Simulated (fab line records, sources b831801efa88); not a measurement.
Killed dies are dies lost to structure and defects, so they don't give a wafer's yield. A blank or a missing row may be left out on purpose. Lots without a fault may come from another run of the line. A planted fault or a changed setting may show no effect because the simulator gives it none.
Which tool did it? | flow sky130 | 11 lots, 33 wafers sampled, at 5 steps of a route of 708

WHAT THE GAUGES READ, wafer by wafer
The record holds no reading of a measuring or inspecting step that can be judged against a usual standard deviation.

WHICH TOOL RAN EACH LOT (tool, then ch and the chambers of the sampled wafers, then the start)
lot  | SKY_VIA1_CLEAN_19               | SKY_METAL4_STRIP_19                  | SKY_VIA4_ETCH_12                   | SKY_METAL5_STRIP_16                  | SKY_PAD_OPEN_PROBE_99
L722 | wet_bench-01 ch 3, day 34 15:19 | plasma_asher-02 ch 0,1, day 42 06:31 | rie_diel-03 ch 0,1,2, day 43 06:20 | plasma_asher-03 ch 0,1, day 44 06:01 | prober-01, day 46 04:12
L726 | wet_bench-01 ch 3, day 35 15:14 | plasma_asher-03 ch 0,1, day 43 05:13 | rie_diel-03 ch 2,3, day 44 05:01   | plasma_asher-03 ch 0,1, day 45 04:34 | -
L725 | wet_bench-03 ch 2, day 35 16:41 | plasma_asher-02 ch 0,1, day 43 05:47 | rie_diel-01 ch 2,3, day 44 05:19   | plasma_asher-04 ch 0,1, day 45 05:34 | -
L728 | wet_bench-01 ch 2, day 36 00:47 | plasma_asher-02 ch 0,1, day 43 13:19 | rie_diel-01 ch 0,1,2, day 44 12:46 | plasma_asher-03 ch 0,1, day 45 12:22 | -
L730 | wet_bench-02 ch 2, day 36 11:53 | plasma_asher-01 ch 0,1, day 44 01:31 | rie_diel-04 ch 0,2, day 44 23:55   | plasma_asher-03 ch 0,1, day 45 22:51 | prober-01, day 47 17:23
L731 | wet_bench-01 ch 1, day 37 00:19 | plasma_asher-02 ch 0,1, day 44 08:21 | rie_diel-04 ch 0,1,3, day 45 07:37 | plasma_asher-03 ch 0,1, day 46 06:33 | -
L733 | wet_bench-01 ch 0, day 37 12:34 | plasma_asher-02 ch 0,1, day 44 19:17 | rie_diel-03 ch 0,1, day 45 17:40   | plasma_asher-04 ch 0,1, day 46 16:10 | -
L735 | wet_bench-01 ch 2, day 37 19:46 | plasma_asher-02 ch 0,1, day 45 02:31 | rie_diel-04 ch 0,1,2, day 46 00:50 | plasma_asher-04 ch 0,1, day 46 22:45 | -
L734 | wet_bench-01 ch 0, day 37 21:16 | plasma_asher-03 ch 0,1, day 45 05:03 | rie_diel-04 ch 0,1, day 46 03:20   | plasma_asher-04 ch 0,1, day 47 01:56 | -
L739 | wet_bench-01 ch 3, day 39 13:49 | plasma_asher-02 ch 0, day 46 14:43   | rie_diel-01 ch 0,1, day 47 15:49   | plasma_asher-04 ch 0,1, day 48 11:46 | prober-02, day 50 01:34
L741 | wet_bench-01 ch 3, day 39 23:08 | plasma_asher-03 ch 0,1, day 46 22:20 | rie_diel-01 ch 0,2,3, day 47 19:53 | plasma_asher-03 ch 0,1, day 48 16:09 | prober-02, day 50 04:30
- SKY_VIA1_CLEAN_19: cleans in O3/DIW.
- SKY_METAL4_STRIP_19: strips in O2/N2.
- SKY_VIA4_ETCH_12: etches SiO2 in C4F8/O2/Ar, stops on TiN, target depth 580 nm.
- SKY_METAL5_STRIP_16: strips in O2/N2.
- SKY_PAD_OPEN_PROBE_99

WHAT THE TOOLS THEMSELVES READ (means of the sampled wafers that have a number; where no wafer has one, the mark that the record gives instead)
SKY_METAL4_STRIP_19. Usual: drypump_motor_current_A 5.4 A, standard deviation 0.45; n2_flow_sccm 300.1 sccm, standard deviation 0.92; o2_flow_sccm 3000 sccm, standard deviation 8.9; oes_product_au 0.503 a.u., standard deviation 0.005; strip_time_to_endpoint_s 6.56 s, standard deviation 0.074.
lot  | tool            | drypump_motor_current_A (A) | n2_flow_sccm (sccm) | o2_flow_sccm (sccm) | oes_product_au (a.u.) | strip_time_to_endpoint_s (s) | flag
L722 | plasma_asher-02 | 5.4                         | 301.0               | 2995                | 0.503                 | 6.53                         |
L726 | plasma_asher-03 | 5.1                         | 298.9               | 3001                | 0.509                 | 6.63                         |
L725 | plasma_asher-02 | 5.5                         | 300.0               | 3001                | 0.500                 | 6.53                         |
L728 | plasma_asher-02 | 5.5                         | 300.4               | 3003                | 0.502                 | 6.60                         |
L730 | plasma_asher-01 | 5.8                         | 299.3               | 3009                | 0.506                 | 6.56                         |
L731 | plasma_asher-02 | 5.5                         | 301.4               | 2999                | 0.498                 | 6.45                         |
L733 | plasma_asher-02 | 5.5                         | 299.2               | 3005                | 0.507                 | 6.67                         |
L735 | plasma_asher-02 | 5.5                         | 300.9               | 2999                | 0.506                 | 6.58                         |
L734 | plasma_asher-03 | 5.5                         | 300.2               | 3003                | 0.502                 | 6.65                         |
L739 | plasma_asher-02 | 5.6                         | 300.5               | 3001                | 0.505                 | 6.52                         |
L741 | plasma_asher-03 | 5.5                         | 300.4               | 2996                | 0.500                 | 6.49                         |

SKY_VIA4_ETCH_12. Usual: oes_product_au 0.926 a.u., standard deviation 0.0047.
lot  | tool        | oes_product_au (a.u.) | flag
L722 | rie_diel-03 | 0.922                 |
L726 | rie_diel-03 | 0.924                 |
L725 | rie_diel-01 | 0.930                 |
L728 | rie_diel-01 | 0.921                 |
L730 | rie_diel-04 | 0.927                 |
L731 | rie_diel-04 | 0.925                 |
L733 | rie_diel-03 | 0.926                 |
L735 | rie_diel-04 | 0.925                 |
L734 | rie_diel-04 | 0.923                 |
L739 | rie_diel-01 | 0.926                 |
L741 | rie_diel-01 | 0.925                 |

SKY_METAL5_STRIP_16. Usual: drypump_motor_current_A 5.6 A, standard deviation 0.61; n2_flow_sccm 300.0 sccm, standard deviation 0.98; o2_flow_sccm 3000 sccm, standard deviation 8; oes_product_au 0.709 a.u., standard deviation 0.004; strip_time_to_endpoint_s 13.15 s, standard deviation 0.11.
lot  | tool            | drypump_motor_current_A (A) | n2_flow_sccm (sccm) | o2_flow_sccm (sccm) | oes_product_au (a.u.) | strip_time_to_endpoint_s (s) | flag
L722 | plasma_asher-03 | 5.5                         | 300.4               | 2992                | 0.706                 | 13.23                        |
L726 | plasma_asher-03 | 5.5                         | 299.2               | 2996                | 0.708                 | 13.14                        |
L725 | plasma_asher-04 | 6.2                         | 299.4               | 2993                | 0.712                 | 13.29                        |
L728 | plasma_asher-03 | 5.1                         | 300.0               | 2996                | 0.707                 | 13.18                        |
L730 | plasma_asher-03 | 5.5                         | 299.4               | 2998                | 0.710                 | 13.20                        |
L731 | plasma_asher-03 | 5.1                         | 300.3               | 3000                | 0.708                 | 13.09                        |
L733 | plasma_asher-04 | 6.2                         | 299.9               | 3009                | 0.711                 | 13.18                        |
L735 | plasma_asher-04 | 6.2                         | 300.8               | 3009                | 0.707                 | 13.09                        |
L734 | plasma_asher-04 | 6.3                         | 300.7               | 2998                | 0.712                 | 13.08                        |
L739 | plasma_asher-04 | 6.3                         | 299.9               | 3001                | 0.708                 | 13.08                        |
L741 | plasma_asher-03 | 5.1                         | 298.7               | 2992                | 0.709                 | 13.15                        |

SKY_PAD_OPEN_PROBE_99. Usual: defect_limited_yield 82.4 %, standard deviation 1.9; killed_at_M0_to_M3 43, standard deviation 6.5; killed_at_M4_up 3.3, standard deviation 2; killed_at_contacts 24, standard deviation 5.2; killed_at_front_end 16, standard deviation 4.2; killed_at_other 0.3, standard deviation 0.6; killed_dies 87, standard deviation 9.3; killed_open 47, standard deviation 7.8; killed_short 39, standard deviation 6.2; sort_bin_3_pad_short 0.9 %, standard deviation 0.42; sort_bin_5_function 10.5 %, standard deviation 1.4; sort_bin_6_memory 6.3 %, standard deviation 0.97; sort_n_pass 405, standard deviation 9.3; sort_yield_pct 82.4 %, standard deviation 1.9.
lot  | tool      | defect_limited_yield (%) | killed_at_M0_to_M3 | killed_at_M4_up | killed_at_contacts | killed_at_front_end | killed_at_other | killed_dies | killed_open | killed_short | sort_bin_3_pad_short (%) | sort_bin_5_function (%) | sort_bin_6_memory (%) | sort_n_pass | sort_yield_pct (%) | flag
L722 | prober-01 | 82.9                     | 46                 | 2.0             | 20                 | 15                  | 0.7             | 84          | 44          | 39           | 0.9                      | 10.2                    | 6.0                   | 408         | 82.9               |
L730 | prober-01 | 83.5                     | 39                 | 2.3             | 26                 | 14                  | 0.3             | 81          | 46          | 35           | 0.7                      | 9.9                     | 6.0                   | 411         | 83.5               |
L739 | prober-02 | 73.1                     | 95                 | 2.7             | 19                 | 15                  | 0.3             | 132         | 40          | 35           | 4.4                      | 16.3                    | 6.2                   | 360         | 73.1               | OFF
L741 | prober-02 | 73.4                     | 94                 | 5.0             | 19                 | 13                  | 0.3             | 131         | 36          | 37           | 4.3                      | 15.4                    | 6.9                   | 361         | 73.4               | OFF

THE ANSWER, worked out from the rows above alone
Rule: a lot is off if the mean of its wafers that have a number lies more than 3 standard deviations from the usual mean. A lot without any number at a reading at which 4 lots or more have one is off too. The other lots that the step has rows for count as sound. The gauges are gone through in route order, then the tools' own readings, and for those a lot's mean is taken as printed above. The first step at which some lot is off is used, and at that step the reading that is off furthest; a lot without a number counts as furthest.
Off: L739, L741, at SKY_PAD_OPEN_PROBE_99 (sort_bin_3_pad_short). Neither off nor sound, because the step has no rows for them: L726, L725, L728, L731, L733, L735, L734.
A tool fits if, at that step or a process step before it, it ran every lot that is off, and no sound lot after the first of them. Can't be told from this: 3 tools fit, wet_bench-01 at SKY_VIA1_CLEAN_19, rie_diel-01 at SKY_VIA4_ETCH_12, prober-02 at SKY_PAD_OPEN_PROBE_99.

WHAT THE SIMULATOR HAD PUT IN
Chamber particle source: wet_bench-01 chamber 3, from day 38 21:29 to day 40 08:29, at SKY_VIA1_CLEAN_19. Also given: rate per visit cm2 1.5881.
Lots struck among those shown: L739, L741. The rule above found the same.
